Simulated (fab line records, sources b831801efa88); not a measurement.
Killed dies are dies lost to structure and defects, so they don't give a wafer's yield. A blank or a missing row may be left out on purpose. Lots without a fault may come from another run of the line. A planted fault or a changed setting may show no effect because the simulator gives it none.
Which tool did it? | flow sky130 | 24 lots, 72 wafers sampled, at 5 steps of a route of 708

WHAT THE GAUGES READ, wafer by wafer
SKY_CONTACT_RS_MEAS_25: measures by four-point-probe. Usual: CONTACT_W_RS 0.340 ohm/sq, standard deviation 0.0041.
lot  | measured     | on            | CONTACT_W_RS (ohm/sq) | flag
L074 | day 31 18:23 | film_metro-02 | 0.342 0.338 0.339     |
L075 | day 31 20:59 | film_metro-02 | 0.340 0.340 0.343     |
L077 | day 32 13:21 | film_metro-02 | 0.338 0.346 0.340     |
L076 | day 32 14:19 | film_metro-03 | 0.347 0.340 0.340     |
L078 | day 32 18:22 | film_metro-02 | 0.335 0.346 0.341     |
L079 | day 33 05:16 | film_metro-02 | 0.349 0.333 0.334     |
L080 | day 34 15:34 | film_metro-01 | 0.338 0.333 0.338     |
L082 | day 34 16:35 | film_metro-03 | 0.343 0.345 0.339     |
L081 | day 34 17:52 | film_metro-02 | 0.342 0.340 0.340     |
L083 | day 34 19:49 | film_metro-01 | 0.344 0.346 0.340     |
L084 | day 34 23:46 | film_metro-03 | 0.344 0.347 0.344     |
L085 | day 35 02:34 | film_metro-02 | 0.337 0.340 0.342     |
L086 | day 35 12:11 | film_metro-03 | 0.335 0.338 0.347     |
L087 | day 35 22:00 | film_metro-03 | 0.338 0.338 0.336     |
L088 | day 36 04:39 | film_metro-02 | 0.339 0.342 0.340     |
L089 | day 36 06:01 | film_metro-03 | 0.332 0.334 0.333     |
L090 | day 36 14:27 | film_metro-01 | 0.336 0.343 0.338     |
L091 | day 36 20:10 | film_metro-01 | 0.342 0.336 0.332     |
L092 | day 37 10:55 | film_metro-01 | 0.332 0.339 0.343     |
L093 | day 37 14:41 | film_metro-03 | 0.343 0.337 0.340     |
L094 | day 37 18:24 | film_metro-03 | 0.333 0.341 0.332     |
L095 | day 38 03:10 | film_metro-02 | 0.341 0.333 0.339     |
L096 | day 38 10:29 | film_metro-01 | 0.340 0.338 0.337     |
L097 | day 38 16:11 | film_metro-02 | 0.335 0.338 0.339     |

SKY_METAL3_OVL_MEAS_14. Usual: METAL3_OVL 0 nm, standard deviation 5.2.
lot  | measured     | on         | METAL3_OVL (nm) | flag
L074 | day 38 13:29 | overlay-02 | 7 11 2          |
L075 | day 38 18:32 | overlay-01 | -3 -4 -4        |
L077 | day 39 07:52 | overlay-02 | 9 4 4           |
L076 | day 39 10:23 | overlay-01 | -5 -4 -1        |
L078 | day 39 12:48 | overlay-02 | 8 0 3           |
L079 | day 40 00:35 | overlay-02 | -1 -7 1         |
L080 | day 41 05:41 | overlay-01 | 2 6 10          |
L082 | day 41 07:01 | overlay-01 | 8 8 8           |
L081 | day 41 08:29 | overlay-01 | -2 5 -2         |
L083 | day 41 10:58 | overlay-02 | -4 -4 -3        |
L084 | day 41 13:46 | overlay-02 | -2 -2 -5        |
L085 | day 41 16:19 | overlay-01 | 4 6 1           |
L086 | day 42 02:08 | overlay-01 | 4 4 4           |
L087 | day 42 11:53 | overlay-02 | -3 2 5          |
L088 | day 42 17:36 | overlay-02 | -2 0 1          |
L089 | day 42 18:35 | overlay-02 | -4 -1 -6        |
L090 | day 43 00:39 | overlay-01 | 8 1 -1          |
L091 | day 43 06:53 | overlay-02 | -8 -8 -12       |
L092 | day 43 18:26 | overlay-02 | 5 5 6           |
L093 | day 43 22:26 | overlay-01 | 10 5 9          |
L094 | day 44 02:15 | overlay-01 | 8 0 2           |
L095 | day 44 10:47 | overlay-02 | 0 -6 -11        |
L096 | day 44 15:45 | overlay-02 | 2 -3 6          |
L097 | day 44 20:14 | overlay-02 | -1 -5 -1        |

SKY_VIA3_BOW_MEAS_03. Usual: VIA3_BOW 78 um, standard deviation 8.9.
lot  | measured     | on            | VIA3_BOW (um) | flag
L074 | day 38 15:01 | film_metro-02 | 76 76 80      |
L075 | day 38 20:04 | film_metro-01 | 68 67 67      |
L077 | day 39 09:23 | film_metro-01 | 78 66 91      |
L076 | day 39 11:54 | film_metro-02 | 67 71 71      |
L078 | day 39 14:20 | film_metro-04 | 80 81 69      |
L079 | day 40 02:04 | film_metro-04 | 85 93 84      |
L080 | day 41 08:38 | film_metro-04 | 84 80 76      |
L082 | day 41 08:32 | film_metro-02 | 75 75 75      |
L081 | day 41 09:59 | film_metro-01 | 79 75 63      |
L083 | day 41 12:27 | film_metro-01 | 77 91 88      |
L084 | day 41 15:19 | film_metro-01 | 66 74 70      |
L085 | day 41 17:49 | film_metro-04 | 73 73 65      |
L086 | day 42 03:42 | film_metro-02 | 77 83 77      |
L087 | day 42 13:24 | film_metro-02 | 75 82 84      |
L088 | day 42 19:06 | film_metro-02 | 75 83 75      |
L089 | day 42 20:07 | film_metro-02 | 69 67 71      |
L090 | day 43 02:11 | film_metro-02 | 79 81 72      |
L091 | day 43 08:23 | film_metro-01 | 41 61 61      |
L092 | day 43 19:58 | film_metro-02 | 79 67 91      |
L093 | day 44 00:07 | film_metro-02 | 90 88 89      |
L094 | day 44 03:45 | film_metro-02 | 80 75 82      |
L095 | day 44 12:17 | film_metro-04 | 89 90 78      |
L096 | day 44 17:55 | film_metro-02 | 72 82 80      |
L097 | day 44 22:14 | film_metro-01 | 91 78 89      |

WHICH TOOL RAN EACH LOT (tool, then ch and the chambers of the sampled wafers, then the start)
lot  | SKY_SD_N_RTA_14                  | SKY_METAL3_METAL_ETCH_18
L074 | rtp_anneal-01 ch 0, day 28 01:47 | rie_metal-04 ch 0,1, day 38 13:41
L075 | rtp_anneal-02 ch 0, day 28 03:47 | rie_metal-02 ch 0,1, day 38 18:44
L077 | rtp_anneal-01 ch 0, day 28 21:13 | rie_metal-01 ch 0,1, day 39 08:05
L076 | rtp_anneal-02 ch 0, day 28 22:08 | rie_metal-01 ch 0,1, day 39 10:34
L078 | rtp_anneal-01 ch 0, day 29 01:51 | rie_metal-01 ch 0,1, day 39 12:59
L079 | rtp_anneal-02 ch 0, day 29 13:11 | rie_metal-04 ch 0,1, day 40 00:46
L080 | rtp_anneal-01 ch 0, day 31 02:05 | rie_metal-04 ch 0,1, day 41 05:53
L082 | rtp_anneal-02 ch 0, day 31 02:43 | rie_metal-02 ch 0,1, day 41 07:14
L081 | rtp_anneal-01 ch 0, day 31 03:26 | rie_metal-01 ch 0,1, day 41 08:41
L083 | rtp_anneal-02 ch 0, day 31 06:08 | rie_metal-02 ch 0,1, day 41 11:09
L084 | rtp_anneal-01 ch 0, day 31 09:15 | rie_metal-01 ch 0,1, day 41 13:59
L085 | rtp_anneal-02 ch 0, day 31 13:50 | rie_metal-02 ch 0,1, day 41 16:32
L086 | rtp_anneal-01 ch 0, day 31 23:23 | rie_metal-01 ch 0,1, day 42 02:19
L087 | rtp_anneal-02 ch 0, day 32 08:30 | rie_metal-02 ch 0,1, day 42 12:04
L088 | rtp_anneal-01 ch 0, day 32 15:44 | rie_metal-02 ch 0,1, day 42 17:47
L089 | rtp_anneal-02 ch 0, day 32 18:31 | rie_metal-01 ch 0,1, day 42 18:47
L090 | rtp_anneal-01 ch 0, day 33 02:40 | rie_metal-02 ch 0,1, day 43 00:50
L091 | rtp_anneal-02 ch 0, day 33 08:40 | rie_metal-01 ch 0,1, day 43 07:07
L092 | rtp_anneal-01 ch 0, day 34 01:20 | rie_metal-04 ch 0,1, day 43 18:38
L093 | rtp_anneal-02 ch 0, day 34 03:36 | rie_metal-01 ch 1, day 43 22:41
L094 | rtp_anneal-01 ch 0, day 34 06:50 | rie_metal-01 ch 0,1, day 44 02:26
L095 | rtp_anneal-02 ch 0, day 34 16:44 | rie_metal-02 ch 0,1, day 44 10:59
L096 | rtp_anneal-01 ch 0, day 35 00:12 | rie_metal-01 ch 0,1, day 44 15:56
L097 | rtp_anneal-02 ch 0, day 35 06:41 | rie_metal-01 ch 0,1, day 44 20:26
- SKY_SD_N_RTA_14: time 2 s.
- SKY_METAL3_METAL_ETCH_18: etches the open film in Cl2/BCl3, stops on SiO2, target depth 845 nm, time 183.1 s.

WHAT THE TOOLS THEMSELVES READ (means of the sampled wafers that have a number; where no wafer has one, the mark that the record gives instead)
SKY_SD_N_RTA_14. Usual: lamp_power_pct 15.73 %, standard deviation 0.057; wafer_temp_C_max 1078.2, standard deviation 1.4.
lot  | tool          | lamp_power_pct (%) | wafer_temp_C_max | flag
L074 | rtp_anneal-01 | 15.78              | 1078.6           |
L075 | rtp_anneal-02 | 15.72              | 1077.2           |
L077 | rtp_anneal-01 | 15.74              | 1077.8           |
L076 | rtp_anneal-02 | 15.71              | 1078.6           |
L078 | rtp_anneal-01 | 15.71              | 1079.3           |
L079 | rtp_anneal-02 | 15.79              | 1078.8           |
L080 | rtp_anneal-01 | 15.71              | 1078.7           |
L082 | rtp_anneal-02 | 15.77              | 1078.4           |
L081 | rtp_anneal-01 | 15.73              | 1078.3           |
L083 | rtp_anneal-02 | 15.69              | 1076.1           |
L084 | rtp_anneal-01 | 15.72              | 1078.8           |
L085 | rtp_anneal-02 | 15.70              | 1077.8           |
L086 | rtp_anneal-01 | 15.76              | 1077.3           |
L087 | rtp_anneal-02 | 15.75              | 1077.6           |
L088 | rtp_anneal-01 | 15.73              | 1078.5           |
L089 | rtp_anneal-02 | 15.76              | 1078.1           |
L090 | rtp_anneal-01 | 15.73              | 1079.8           |
L091 | rtp_anneal-02 | 15.70              | 1078.7           |
L092 | rtp_anneal-01 | 15.71              | 1079.0           |
L093 | rtp_anneal-02 | 15.74              | 1077.8           |
L094 | rtp_anneal-01 | 15.73              | 1079.0           |
L095 | rtp_anneal-02 | 15.76              | 1078.6           |
L096 | rtp_anneal-01 | 15.77              | 1077.3           |
L097 | rtp_anneal-02 | 15.77              | 1079.7           |

SKY_METAL3_METAL_ETCH_18. Usual: bias_w 48.52 W, standard deviation 0.14; drypump_motor_current_A 6.0 A, standard deviation 0.51; oes_product_au 0.864 a.u., standard deviation 0.0056; throttle_valve_pct 22.264 %, standard deviation 0.0091.
lot  | tool         | bias_w (W) | drypump_motor_current_A (A) | oes_product_au (a.u.) | throttle_valve_pct (%) | flag
L074 | rie_metal-04 | 48.50      | 5.3                         | 0.859                 | 22.268                 |
L075 | rie_metal-02 | 48.53      | 6.3                         | 0.867                 | 22.262                 |
L077 | rie_metal-01 | 48.63      | 5.8                         | 0.871                 | 22.266                 |
L076 | rie_metal-01 | 48.58      | 6.1                         | 0.869                 | 22.258                 |
L078 | rie_metal-01 | 48.50      | 5.8                         | 0.862                 | 22.262                 |
L079 | rie_metal-04 | 48.60      | 5.5                         | 0.866                 | 22.267                 |
L080 | rie_metal-04 | 48.53      | 5.3                         | 0.863                 | 22.269                 |
L082 | rie_metal-02 | 48.41      | 6.4                         | 0.860                 | 22.263                 |
L081 | rie_metal-01 | 48.68      | 5.8                         | 0.865                 | 22.265                 |
L083 | rie_metal-02 | 48.53      | 6.4                         | 0.867                 | 22.262                 |
L084 | rie_metal-01 | 48.66      | 6.1                         | 0.870                 | 22.261                 |
L085 | rie_metal-02 | 48.42      | 6.5                         | 0.861                 | 22.254                 |
L086 | rie_metal-01 | 48.58      | 5.8                         | 0.863                 | 22.264                 |
L087 | rie_metal-02 | 48.41      | 6.4                         | 0.861                 | 22.271                 |
L088 | rie_metal-02 | 48.62      | 6.5                         | 0.868                 | 22.260                 |
L089 | rie_metal-01 | 48.58      | 5.7                         | 0.858                 | 22.268                 |
L090 | rie_metal-02 | 48.50      | 6.4                         | 0.873                 | 22.270                 |
L091 | rie_metal-01 | 48.55      | 6.1                         | 0.867                 | 22.269                 |
L092 | rie_metal-04 | 48.67      | 5.3                         | 0.863                 | 22.263                 |
L093 | rie_metal-01 | 48.43      | 6.4                         | 0.861                 | 22.268                 |
L094 | rie_metal-01 | 48.52      | 5.8                         | 0.862                 | 22.260                 |
L095 | rie_metal-02 | 48.59      | 6.5                         | 0.867                 | 22.268                 |
L096 | rie_metal-01 | 48.52      | 5.8                         | 0.867                 | 22.257                 |
L097 | rie_metal-01 | 48.32      | 6.1                         | 0.862                 | 22.260                 |

THE ANSWER, worked out from the rows above alone
Rule: a lot is off if the mean of its wafers that have a number lies more than 3 standard deviations from the usual mean. A lot without any number at a reading at which 4 lots or more have one is off too. The other lots that the step has rows for count as sound. The gauges are gone through in route order, then the tools' own readings, and for those a lot's mean is taken as printed above. The first step at which some lot is off is used, and at that step the reading that is off furthest; a lot without a number counts as furthest.
No lot is off at any reading shown: from this, nothing can be told.

WHAT THE SIMULATOR HAD PUT IN
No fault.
